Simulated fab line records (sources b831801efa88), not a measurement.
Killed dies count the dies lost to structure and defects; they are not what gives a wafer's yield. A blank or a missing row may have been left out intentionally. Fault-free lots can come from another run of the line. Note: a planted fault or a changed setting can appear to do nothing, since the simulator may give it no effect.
Problem report, 8D (eight disciplines) form, completed by code | flow sky130 | the parts of the form that need people (team, actions taken, sign-off) are left out

== 1. THE ISSUE ==
Mean of run length s at SKY_POLY_GATE_ETCH_17: 93.3 s across 6 wafers in 2 lots; on wafers with no fault it is 98.8 s (standard deviation 0.59). Relative to the usual mean, that is a shift of -9.4 standard deviations.
The step: etches poly-Si in HBr/Cl2, stops on SiO2, target depth 180 nm, time 70.5 s.
First observed at day 21 06:20: wafer L450.2, on rie si-02. The record has a number at this step for 18 wafers belonging to 6 lots. The rule behind "out" and "out of limits": a value lying over 4 standard deviations away from the usual mean. All remaining wafers that have a number are taken as sound.

== 2. WHAT THIS IS AND IS NOT ==
question                    | is                     | is not
which readings at this step | run length s           | HBr_flow_sccm, chamber pressure mTorr, drypump motor current A, throttle valve pct
which lots                  | L450, L451             | L438, L439, L456, L459
which wafers of those lots  | all that have a number | -
read on which tools         | rie si-02              | rie si-01
when                        | from day 21 06:20      | up to then (6 sound wafers); but 6 sound wafers of L456, L459 came after

== 3. THE SUSPECTS, EACH WITH WHAT RULES IT OUT ==
Counting: a tool at any process step up to the reading remains a suspect when it ran all the lots that are out and ran no sound lot after the first of those.
- rie si-02 at SKY_POLY_GATE_ETCH_17 (etches poly-Si in HBr/Cl2, stops on SiO2, target depth 180 nm, time 70.5 s): kept. It processed each lot that is out, first L450 at day 21 06:20, and no sound lot thereafter; up to then, the last sound lot it processed was L439 at day 17 01:17. On those wafers its own readings are out: run length s.
Remaining after the count: rie si-02 at SKY_POLY_GATE_ETCH_17.

== 4. THE CAUSE (what the simulator had put in) ==
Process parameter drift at SKY_POLY_GATE_ETCH_17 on rie si-02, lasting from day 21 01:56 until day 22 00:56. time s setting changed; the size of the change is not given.
Only this tool survived the counting.

== 5. THE CHAIN OF EFFECTS, in route order ==
Each row: a reading where the mean over the struck wafers with a number is more than 3 standard deviations away from the usual. Readings are gone through only where the record gives a usual standard deviation; hours: the median, over the lots, of the time from a lot's start at the first step in this table giving one to that lot's start at this step; sigmas: the change measured in usual standard deviations.
hours | step                  | reading      | usual  | on struck wafers | change | sigmas
0     | SKY_POLY_GATE_ETCH_17 | run length s | 98.8 s | 93.3             | -5.5   | -9.4
It contains these process steps:
- SKY_POLY_GATE_ETCH_17: etches poly-Si in HBr/Cl2, stops on SiO2, target depth 180 nm, time 70.5 s.

== 6. HOW IT WOULD HAVE BEEN CAUGHT EARLIER ==
In this record no reading fell out of limits until day 21 06:20, 4 hours after the fault had begun at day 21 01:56.
